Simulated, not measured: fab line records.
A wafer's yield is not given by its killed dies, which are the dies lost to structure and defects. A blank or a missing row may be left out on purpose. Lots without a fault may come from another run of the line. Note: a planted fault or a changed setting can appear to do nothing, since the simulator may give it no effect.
fab line records / flow gf180mcu / part 2 of 2: steps 26 to 35 of 35
record lots=5 wafers=15 last-day=33
route steps=602 shown V1@360 M2@362 V2@382
lots that met no fault: taken from a fault-free run of the same line
start-h: hours from the record's opening day to when the first of the lot's shown wafers began / wait-h: how many hours have passed since the lot's step before this one / " identical to the entry in the row above / L1.1+2: a row that stands for several wafers / - no value, or no start given / * or withheld: withheld / < > ~ a bound
route shown NAME@n: names a module that has steps shown in the file, with the first one's number in the route / usual: mean/standard deviation taken from wafers without a fault / same: alike in all rows / chamber/n: place in a boat / sites: the reading at each site / _std_site: how widely they spread, as a standard deviation / _edge_site: inner sites' mean taken away from outer sites' mean / radius-mm: for every site, how far away it sits from the centre of the wafer / mask NAME#n: copy n / behind: tool/chamber where the wafer was last shaped / hold: why the lot went on hold/how many hours it stayed there/how the hold came to an end / device: names the non-switching transistor (n, p or np) / end of line: tests run on the same wafers once the route is complete / where a step has no rows: the recipe by itself / killed: dies that structure and defects cost at the first sort, which is not the same as the wafer's yield / map: per-die view of a wafer (x killed, . not killed, _ where there is no die)
set.NAME: the run value of the setting; set.NAME@STEP: its run value at that earlier step / model.NAME: the simulator's own value behind a step, which no gauge read
lots at some steps of the route; a table a step, a row a wafer
services: when a tool's chamber went out of use (start-h, in hours from the record's first day, below 0 if earlier), for how many hours, and the reason
## steps
# step GF_V2_THK_MEAS_03
# recipe reads=SiO2_of_V2_CVD_02
# usual V2_CVD_02_THK=851/13
lot.wafer=L074.1 tool=film-metro-03 chamber=- start-h=439.45 wait-h=0.0 V2_CVD_02_THK[nm]=843
lot.wafer=L074.2 tool=film-metro-03 chamber=- start-h=439.45 wait-h=0.0 V2_CVD_02_THK[nm]=843
lot.wafer=L074.6 tool=film-metro-03 chamber=- start-h=439.45 wait-h=0.0 V2_CVD_02_THK[nm]=853
lot.wafer=L077.2 tool=film-metro-01 chamber=- start-h=473.90 wait-h=0.0 V2_CVD_02_THK[nm]=831
lot.wafer=L077.4 tool=film-metro-01 chamber=- start-h=473.90 wait-h=0.0 V2_CVD_02_THK[nm]=857
lot.wafer=L077.6 tool=film-metro-01 chamber=- start-h=473.90 wait-h=0.0 V2_CVD_02_THK[nm]=858
lot.wafer=L082.2 tool=film-metro-03 chamber=- start-h=526.63 wait-h=0.0 V2_CVD_02_THK[nm]=842
lot.wafer=L082.3 tool=film-metro-03 chamber=- start-h=526.63 wait-h=0.0 V2_CVD_02_THK[nm]=846
lot.wafer=L082.5 tool=film-metro-03 chamber=- start-h=526.63 wait-h=0.0 V2_CVD_02_THK[nm]=860
lot.wafer=L084.2 tool=film-metro-01 chamber=- start-h=527.72 wait-h=0.0 V2_CVD_02_THK[nm]=857
lot.wafer=L084.3 tool=film-metro-01 chamber=- start-h=527.72 wait-h=0.0 V2_CVD_02_THK[nm]=846
lot.wafer=L084.4 tool=film-metro-01 chamber=- start-h=527.72 wait-h=0.0 V2_CVD_02_THK[nm]=854
lot.wafer=L092.1 tool=film-metro-01 chamber=- start-h=589.06 wait-h=0.0 V2_CVD_02_THK[nm]=833
lot.wafer=L092.2 tool=film-metro-01 chamber=- start-h=589.06 wait-h=0.0 V2_CVD_02_THK[nm]=821
lot.wafer=L092.6 tool=film-metro-01 chamber=- start-h=589.06 wait-h=0.0 V2_CVD_02_THK[nm]=837
# step GF_V2_CMP_04
# recipe material=SiO2 down-force-psi=4 platen-rpm=60 pad-velocity-m-s=0.94248
# usual motor-current-A=12.0/1.2 slurry-flow-ml-min=150.0/0.54 time-to-endpoint-s=84/7.4
lot.wafer=L074.1 tool=cmp-02 chamber=2 start-h=439.51 wait-h=0.1 motor-current-A=13.9 slurry-flow-ml-min=150.5 time-to-endpoint-s=77
lot.wafer=L074.2 tool=cmp-02 chamber=3 start-h=439.51 wait-h=0.1 motor-current-A=13.1 slurry-flow-ml-min=150.8 time-to-endpoint-s=76
lot.wafer=L074.6 tool=cmp-02 chamber=2 start-h=439.51 wait-h=0.1 motor-current-A=13.3 slurry-flow-ml-min=150.1 time-to-endpoint-s=85
lot.wafer=L077.2 tool=cmp-01 chamber=0 start-h=474.00 wait-h=0.1 motor-current-A=10.3 slurry-flow-ml-min=150.3 time-to-endpoint-s=81
lot.wafer=L077.4 tool=cmp-01 chamber=1 start-h=474.00 wait-h=0.1 motor-current-A=11.0 slurry-flow-ml-min=149.7 time-to-endpoint-s=96
lot.wafer=L077.6 tool=cmp-01 chamber=0 start-h=474.00 wait-h=0.1 motor-current-A=10.7 slurry-flow-ml-min=149.8 time-to-endpoint-s=94
lot.wafer=L082.3 tool=cmp-01 chamber=2 start-h=526.68 wait-h=0.0 motor-current-A=10.4 slurry-flow-ml-min=151.1 time-to-endpoint-s=84
lot.wafer=L082.2 tool=cmp-01 chamber=0 start-h=526.68 wait-h=0.0 motor-current-A=11.0 slurry-flow-ml-min=149.5 time-to-endpoint-s=82
lot.wafer=L082.5 tool=cmp-01 chamber=2 start-h=526.68 wait-h=0.0 motor-current-A=10.1 slurry-flow-ml-min=150.4 time-to-endpoint-s=89
lot.wafer=L084.2 tool=cmp-01 chamber=0 start-h=527.77 wait-h=0.0 motor-current-A=10.9 slurry-flow-ml-min=151.1 time-to-endpoint-s=94
lot.wafer=L084.3 tool=cmp-01 chamber=1 start-h=527.77 wait-h=0.0 motor-current-A=11.7 slurry-flow-ml-min=150.1 time-to-endpoint-s=89
lot.wafer=L084.4 tool=cmp-01 chamber=2 start-h=527.77 wait-h=0.0 motor-current-A=9.9 slurry-flow-ml-min=149.6 time-to-endpoint-s=88
lot.wafer=L092.2 tool=cmp-02 chamber=2 start-h=589.12 wait-h=0.0 motor-current-A=13.6 slurry-flow-ml-min=149.4 time-to-endpoint-s=74
lot.wafer=L092.1 tool=cmp-02 chamber=3 start-h=589.12 wait-h=0.0 motor-current-A=12.7 slurry-flow-ml-min=149.5 time-to-endpoint-s=75
lot.wafer=L092.6 tool=cmp-02 chamber=3 start-h=589.12 wait-h=0.0 motor-current-A=13.8 slurry-flow-ml-min=149.3 time-to-endpoint-s=77
# step GF_V2_BOW_MEAS_05
# recipe mode=bow
# usual V2_BOW=101/7.9
lot.wafer=L074.1 tool=film-metro-04 chamber=- start-h=439.81 wait-h=0.2 V2_BOW[um]=105
lot.wafer=L074.2 tool=film-metro-04 chamber=- start-h=439.81 wait-h=0.2 V2_BOW[um]=106
lot.wafer=L074.6 tool=film-metro-04 chamber=- start-h=439.81 wait-h=0.2 V2_BOW[um]=114
lot.wafer=L077.2 tool=film-metro-04 chamber=- start-h=474.27 wait-h=0.2 V2_BOW[um]=103
lot.wafer=L077.4 tool=film-metro-04 chamber=- start-h=474.27 wait-h=0.2 V2_BOW[um]=103
lot.wafer=L077.6 tool=film-metro-04 chamber=- start-h=474.27 wait-h=0.2 V2_BOW[um]=110
lot.wafer=L082.2 tool=film-metro-01 chamber=- start-h=527.00 wait-h=0.2 V2_BOW[um]=100
lot.wafer=L082.3 tool=film-metro-01 chamber=- start-h=527.00 wait-h=0.2 V2_BOW[um]=96
lot.wafer=L082.5 tool=film-metro-01 chamber=- start-h=527.00 wait-h=0.2 V2_BOW[um]=105
lot.wafer=L084.2 tool=film-metro-03 chamber=- start-h=528.09 wait-h=0.3 V2_BOW[um]=111
lot.wafer=L084.3 tool=film-metro-03 chamber=- start-h=528.09 wait-h=0.3 V2_BOW[um]=110
lot.wafer=L084.4 tool=film-metro-03 chamber=- start-h=528.09 wait-h=0.3 V2_BOW[um]=111
lot.wafer=L092.1 tool=film-metro-03 chamber=- start-h=589.42 wait-h=0.2 V2_BOW[um]=105
lot.wafer=L092.2 tool=film-metro-03 chamber=- start-h=589.42 wait-h=0.2 V2_BOW[um]=103
lot.wafer=L092.6 tool=film-metro-03 chamber=- start-h=589.42 wait-h=0.2 V2_BOW[um]=105
# step GF_V2_DEHYDRATE_06
# recipe temp-c=200 time-s=60
# usual plate-temp-C=200.02/0.16 resist-line-temp-C=22.98/0.11
lot.wafer=L074.1 tool=litho-track-02 chamber=0 start-h=451.50 wait-h=11.7 plate-temp-C=199.89 resist-line-temp-C=23.10
lot.wafer=L074.2 tool=litho-track-02 chamber=0 start-h=451.50 wait-h=11.7 plate-temp-C=199.83 resist-line-temp-C=23.33
lot.wafer=L074.6 tool=litho-track-02 chamber=0 start-h=451.50 wait-h=11.7 plate-temp-C=199.99 resist-line-temp-C=23.12
lot.wafer=L077.2 tool=litho-track-03 chamber=0 start-h=484.56 wait-h=10.3 plate-temp-C=199.89 resist-line-temp-C=23.03
lot.wafer=L077.4 tool=litho-track-03 chamber=0 start-h=484.56 wait-h=10.3 plate-temp-C=199.64 resist-line-temp-C=23.03
lot.wafer=L077.6 tool=litho-track-03 chamber=0 start-h=484.56 wait-h=10.3 plate-temp-C=199.87 resist-line-temp-C=23.04
lot.wafer=L082.2 tool=litho-track-04 chamber=0 start-h=537.27 wait-h=10.2 plate-temp-C=199.99 resist-line-temp-C=22.85
lot.wafer=L082.3 tool=litho-track-04 chamber=0 start-h=537.27 wait-h=10.2 plate-temp-C=200.14 resist-line-temp-C=22.86
lot.wafer=L082.5 tool=litho-track-04 chamber=0 start-h=537.27 wait-h=10.2 plate-temp-C=199.96 resist-line-temp-C=22.90
lot.wafer=L084.2 tool=litho-track-02 chamber=0 start-h=538.62 wait-h=10.5 plate-temp-C=199.96 resist-line-temp-C=22.81
lot.wafer=L084.3 tool=litho-track-02 chamber=0 start-h=538.62 wait-h=10.5 plate-temp-C=200.16 resist-line-temp-C=22.84
lot.wafer=L084.4 tool=litho-track-02 chamber=0 start-h=538.62 wait-h=10.5 plate-temp-C=200.09 resist-line-temp-C=22.92
lot.wafer=L092.1 tool=litho-track-03 chamber=0 start-h=598.93 wait-h=9.5 plate-temp-C=199.93 resist-line-temp-C=22.93
lot.wafer=L092.2 tool=litho-track-03 chamber=0 start-h=598.93 wait-h=9.5 plate-temp-C=200.12 resist-line-temp-C=23.06
lot.wafer=L092.6 tool=litho-track-03 chamber=0 start-h=598.93 wait-h=9.5 plate-temp-C=199.92 resist-line-temp-C=22.96
# step GF_V2_HMDS_07
# recipe prime-time-s=60 prime-temp-c=120
# usual resist-line-temp-C=23.00/0.11
lot.wafer=L074.1 tool=litho-track-02 chamber=0 start-h=451.65 wait-h=0.1 resist-line-temp-C=22.90
lot.wafer=L074.2 tool=litho-track-02 chamber=0 start-h=451.65 wait-h=0.1 resist-line-temp-C=23.04
lot.wafer=L074.6 tool=litho-track-02 chamber=0 start-h=451.65 wait-h=0.1 resist-line-temp-C=23.09
lot.wafer=L077.2 tool=litho-track-03 chamber=0 start-h=484.71 wait-h=0.1 resist-line-temp-C=22.93
lot.wafer=L077.4 tool=litho-track-03 chamber=0 start-h=484.71 wait-h=0.1 resist-line-temp-C=22.96
lot.wafer=L077.6 tool=litho-track-03 chamber=0 start-h=484.71 wait-h=0.1 resist-line-temp-C=22.77
lot.wafer=L082.2 tool=litho-track-04 chamber=0 start-h=537.42 wait-h=0.1 resist-line-temp-C=23.05
lot.wafer=L082.3 tool=litho-track-04 chamber=0 start-h=537.42 wait-h=0.1 resist-line-temp-C=23.06
lot.wafer=L082.5 tool=litho-track-04 chamber=0 start-h=537.42 wait-h=0.1 resist-line-temp-C=23.04
lot.wafer=L084.2 tool=litho-track-02 chamber=0 start-h=538.77 wait-h=0.1 resist-line-temp-C=23.03
lot.wafer=L084.3 tool=litho-track-02 chamber=0 start-h=538.77 wait-h=0.1 resist-line-temp-C=23.07
lot.wafer=L084.4 tool=litho-track-02 chamber=0 start-h=538.77 wait-h=0.1 resist-line-temp-C=23.01
lot.wafer=L092.1 tool=litho-track-03 chamber=0 start-h=599.08 wait-h=0.1 resist-line-temp-C=22.88
lot.wafer=L092.2 tool=litho-track-03 chamber=0 start-h=599.08 wait-h=0.1 resist-line-temp-C=22.78
lot.wafer=L092.6 tool=litho-track-03 chamber=0 start-h=599.08 wait-h=0.1 resist-line-temp-C=22.91
# step GF_V2_COAT_08
# recipe resist=BARC temp-c=withheld time-s=withheld spin-rpm=withheld resist-thk-nm=withheld
# usual resist-line-temp-C=*
lot.wafer=L074.1 tool=litho-track-02 chamber=0 start-h=451.80 wait-h=0.1 resist-line-temp-C=*
lot.wafer=L074.2 tool=litho-track-02 chamber=0 start-h=451.80 wait-h=0.1 resist-line-temp-C=*
lot.wafer=L074.6 tool=litho-track-02 chamber=0 start-h=451.80 wait-h=0.1 resist-line-temp-C=*
lot.wafer=L077.2 tool=litho-track-03 chamber=0 start-h=484.86 wait-h=0.1 resist-line-temp-C=*
lot.wafer=L077.4 tool=litho-track-03 chamber=0 start-h=484.86 wait-h=0.1 resist-line-temp-C=*
lot.wafer=L077.6 tool=litho-track-03 chamber=0 start-h=484.86 wait-h=0.1 resist-line-temp-C=*
lot.wafer=L082.2 tool=litho-track-04 chamber=0 start-h=537.57 wait-h=0.1 resist-line-temp-C=*
lot.wafer=L082.3 tool=litho-track-04 chamber=0 start-h=537.57 wait-h=0.1 resist-line-temp-C=*
lot.wafer=L082.5 tool=litho-track-04 chamber=0 start-h=537.57 wait-h=0.1 resist-line-temp-C=*
lot.wafer=L084.2 tool=litho-track-02 chamber=0 start-h=538.92 wait-h=0.1 resist-line-temp-C=*
lot.wafer=L084.3 tool=litho-track-02 chamber=0 start-h=538.92 wait-h=0.1 resist-line-temp-C=*
lot.wafer=L084.4 tool=litho-track-02 chamber=0 start-h=538.92 wait-h=0.1 resist-line-temp-C=*
lot.wafer=L092.1 tool=litho-track-03 chamber=0 start-h=599.23 wait-h=0.1 resist-line-temp-C=*
lot.wafer=L092.2 tool=litho-track-03 chamber=0 start-h=599.23 wait-h=0.1 resist-line-temp-C=*
lot.wafer=L092.6 tool=litho-track-03 chamber=0 start-h=599.23 wait-h=0.1 resist-line-temp-C=*
# step GF_V2_COAT_09
# recipe resist=KrF spin-rpm=withheld resist-thk-nm=1000
# usual resist-line-temp-C=22.96/0.11
lot.wafer=L074.1 tool=litho-track-02 chamber=0 start-h=- wait-h=- resist-line-temp-C=22.82
lot.wafer=L074.2 tool=litho-track-02 chamber=0 start-h=- wait-h=- resist-line-temp-C=23.04
lot.wafer=L074.6 tool=litho-track-02 chamber=0 start-h=- wait-h=- resist-line-temp-C=23.00
lot.wafer=L077.2 tool=litho-track-03 chamber=0 start-h=- wait-h=- resist-line-temp-C=23.05
lot.wafer=L077.4 tool=litho-track-03 chamber=0 start-h=- wait-h=- resist-line-temp-C=22.90
lot.wafer=L077.6 tool=litho-track-03 chamber=0 start-h=- wait-h=- resist-line-temp-C=22.89
lot.wafer=L082.2 tool=litho-track-04 chamber=0 start-h=- wait-h=- resist-line-temp-C=22.78
lot.wafer=L082.3 tool=litho-track-04 chamber=0 start-h=- wait-h=- resist-line-temp-C=22.82
lot.wafer=L082.5 tool=litho-track-04 chamber=0 start-h=- wait-h=- resist-line-temp-C=22.66
lot.wafer=L084.2 tool=litho-track-02 chamber=0 start-h=- wait-h=- resist-line-temp-C=22.89
lot.wafer=L084.3 tool=litho-track-02 chamber=0 start-h=- wait-h=- resist-line-temp-C=22.87
lot.wafer=L084.4 tool=litho-track-02 chamber=0 start-h=- wait-h=- resist-line-temp-C=22.89
lot.wafer=L092.1 tool=litho-track-03 chamber=0 start-h=- wait-h=- resist-line-temp-C=23.04
lot.wafer=L092.2 tool=litho-track-03 chamber=0 start-h=- wait-h=- resist-line-temp-C=23.01
lot.wafer=L092.6 tool=litho-track-03 chamber=0 start-h=- wait-h=- resist-line-temp-C=22.98
# step GF_V2_SOFTBAKE_10
# recipe temp-c=130 time-s=60 resist=KrF
# usual plate-temp-C=129.96/0.13 resist-line-temp-C=23.00/0.11
lot.wafer=L074.1 tool=litho-track-02 chamber=0 start-h=- wait-h=- plate-temp-C=130.03 resist-line-temp-C=22.86
lot.wafer=L074.2 tool=litho-track-02 chamber=0 start-h=- wait-h=- plate-temp-C=129.93 resist-line-temp-C=23.01
lot.wafer=L074.6 tool=litho-track-02 chamber=0 start-h=- wait-h=- plate-temp-C=130.03 resist-line-temp-C=22.83
lot.wafer=L077.2 tool=litho-track-03 chamber=0 start-h=- wait-h=- plate-temp-C=129.94 resist-line-temp-C=22.86
lot.wafer=L077.4 tool=litho-track-03 chamber=0 start-h=- wait-h=- plate-temp-C=130.13 resist-line-temp-C=23.05
lot.wafer=L077.6 tool=litho-track-03 chamber=0 start-h=- wait-h=- plate-temp-C=130.00 resist-line-temp-C=23.15
lot.wafer=L082.2 tool=litho-track-04 chamber=0 start-h=- wait-h=- plate-temp-C=130.03 resist-line-temp-C=23.08
lot.wafer=L082.3 tool=litho-track-04 chamber=0 start-h=- wait-h=- plate-temp-C=130.12 resist-line-temp-C=23.06
lot.wafer=L082.5 tool=litho-track-04 chamber=0 start-h=- wait-h=- plate-temp-C=129.82 resist-line-temp-C=23.06
lot.wafer=L084.2 tool=litho-track-02 chamber=0 start-h=- wait-h=- plate-temp-C=129.84 resist-line-temp-C=22.97
lot.wafer=L084.3 tool=litho-track-02 chamber=0 start-h=- wait-h=- plate-temp-C=129.97 resist-line-temp-C=22.97
lot.wafer=L084.4 tool=litho-track-02 chamber=0 start-h=- wait-h=- plate-temp-C=129.93 resist-line-temp-C=22.97
lot.wafer=L092.1 tool=litho-track-03 chamber=0 start-h=- wait-h=- plate-temp-C=129.96 resist-line-temp-C=22.94
lot.wafer=L092.2 tool=litho-track-03 chamber=0 start-h=- wait-h=- plate-temp-C=129.85 resist-line-temp-C=23.00
lot.wafer=L092.6 tool=litho-track-03 chamber=0 start-h=- wait-h=- plate-temp-C=129.88 resist-line-temp-C=22.92
# step GF_V2_EXPOSE_11
# recipe mask-id=Via2 target-cd-nm=260 na=0.68 source-shape=conventional sigma-outer=0.6 dose-mj=38
lot.wafer=L074.1+2+6 tool=krf-scanner-01 chamber=0 start-h=- wait-h=- mask=Via2#0
lot.wafer=L077.2+4+6 tool=krf-scanner-02 chamber=0 start-h=- wait-h=- mask=Via2#0
lot.wafer=L082.2+3+5 tool=krf-scanner-02 chamber=0 start-h=- wait-h=- mask=Via2#0
lot.wafer=L084.2+3+4 tool=krf-scanner-02 chamber=0 start-h=- wait-h=- mask=Via2#0
lot.wafer=L092.1+2+6 tool=krf-scanner-01 chamber=0 start-h=- wait-h=- mask=Via2#0
# step GF_V2_PEB_12
# recipe peb-temp-c=135 peb-time-s=90 resist=KrF
# usual plate-temp-C=135.02/0.14 resist-line-temp-C=23.02/0.11
lot.wafer=L074.1 tool=litho-track-02 chamber=0 start-h=- wait-h=- plate-temp-C=134.81 resist-line-temp-C=22.94
lot.wafer=L074.2 tool=litho-track-02 chamber=0 start-h=- wait-h=- plate-temp-C=134.97 resist-line-temp-C=23.12
lot.wafer=L074.6 tool=litho-track-02 chamber=0 start-h=- wait-h=- plate-temp-C=134.82 resist-line-temp-C=23.18
lot.wafer=L077.2 tool=litho-track-02 chamber=0 start-h=- wait-h=- plate-temp-C=134.97 resist-line-temp-C=22.94
lot.wafer=L077.4 tool=litho-track-02 chamber=0 start-h=- wait-h=- plate-temp-C=134.87 resist-line-temp-C=23.18
lot.wafer=L077.6 tool=litho-track-02 chamber=0 start-h=- wait-h=- plate-temp-C=134.82 resist-line-temp-C=23.10
lot.wafer=L082.2 tool=litho-track-02 chamber=0 start-h=- wait-h=- plate-temp-C=134.93 resist-line-temp-C=23.09
lot.wafer=L082.3 tool=litho-track-02 chamber=0 start-h=- wait-h=- plate-temp-C=135.03 resist-line-temp-C=23.05
lot.wafer=L082.5 tool=litho-track-02 chamber=0 start-h=- wait-h=- plate-temp-C=134.90 resist-line-temp-C=23.11
lot.wafer=L084.2 tool=litho-track-04 chamber=0 start-h=- wait-h=- plate-temp-C=135.17 resist-line-temp-C=22.92
lot.wafer=L084.3 tool=litho-track-04 chamber=0 start-h=- wait-h=- plate-temp-C=135.24 resist-line-temp-C=22.95
lot.wafer=L084.4 tool=litho-track-04 chamber=0 start-h=- wait-h=- plate-temp-C=135.07 resist-line-temp-C=23.00
lot.wafer=L092.1 tool=litho-track-03 chamber=0 start-h=- wait-h=- plate-temp-C=134.92 resist-line-temp-C=22.95
lot.wafer=L092.2 tool=litho-track-03 chamber=0 start-h=- wait-h=- plate-temp-C=135.01 resist-line-temp-C=23.02
lot.wafer=L092.6 tool=litho-track-03 chamber=0 start-h=- wait-h=- plate-temp-C=135.09 resist-line-temp-C=23.01
## services
tool=cmp-02 chamber=- start-h=404.25 hours=4.0 kind=pm
tool=hdpcvd-02 chamber=0 start-h=419.61 hours=6.0 kind=repair
tool=krf-scanner-01 chamber=- start-h=420.45 hours=0.8 kind=pm
tool=cmp-02 chamber=- start-h=428.88 hours=0.3 kind=repair
tool=cmp-01 chamber=- start-h=431.62 hours=1.0 kind=repair
tool=krf-scanner-02 chamber=- start-h=433.32 hours=1.0 kind=pm
tool=krf-scanner-01 chamber=- start-h=436.28 hours=1.3 kind=pm
tool=krf-scanner-02 chamber=- start-h=446.32 hours=1.3 kind=pm
tool=cmp-01 chamber=- start-h=448.92 hours=0.7 kind=repair
tool=cmp-01 chamber=- start-h=451.94 hours=0.4 kind=repair
tool=krf-scanner-02 chamber=- start-h=455.96 hours=0.8 kind=pm
tool=cmp-01 chamber=- start-h=462.48 hours=7.2 kind=pm
tool=hdpcvd-02 chamber=2 start-h=474.11 hours=18.8 kind=repair
tool=krf-scanner-01 chamber=- start-h=475.68 hours=1.0 kind=pm
tool=pvd-sputter-04 chamber=- start-h=480.69 hours=1.8 kind=repair
tool=cmp-02 chamber=- start-h=492.15 hours=1.1 kind=repair
tool=cmp-01 chamber=- start-h=498.77 hours=2.7 kind=repair
tool=cmp-01 chamber=- start-h=531.33 hours=4.9 kind=pm
tool=pvd-sputter-01 chamber=- start-h=547.06 hours=1.4 kind=repair
tool=krf-scanner-01 chamber=- start-h=553.32 hours=4.0 kind=pm
tool=pvd-sputter-01 chamber=- start-h=562.60 hours=2.2 kind=repair
tool=cmp-01 chamber=- start-h=572.30 hours=4.0 kind=pm
tool=cmp-01 chamber=- start-h=576.29 hours=0.9 kind=repair
tool=krf-scanner-01 chamber=- start-h=589.25 hours=0.8 kind=pm
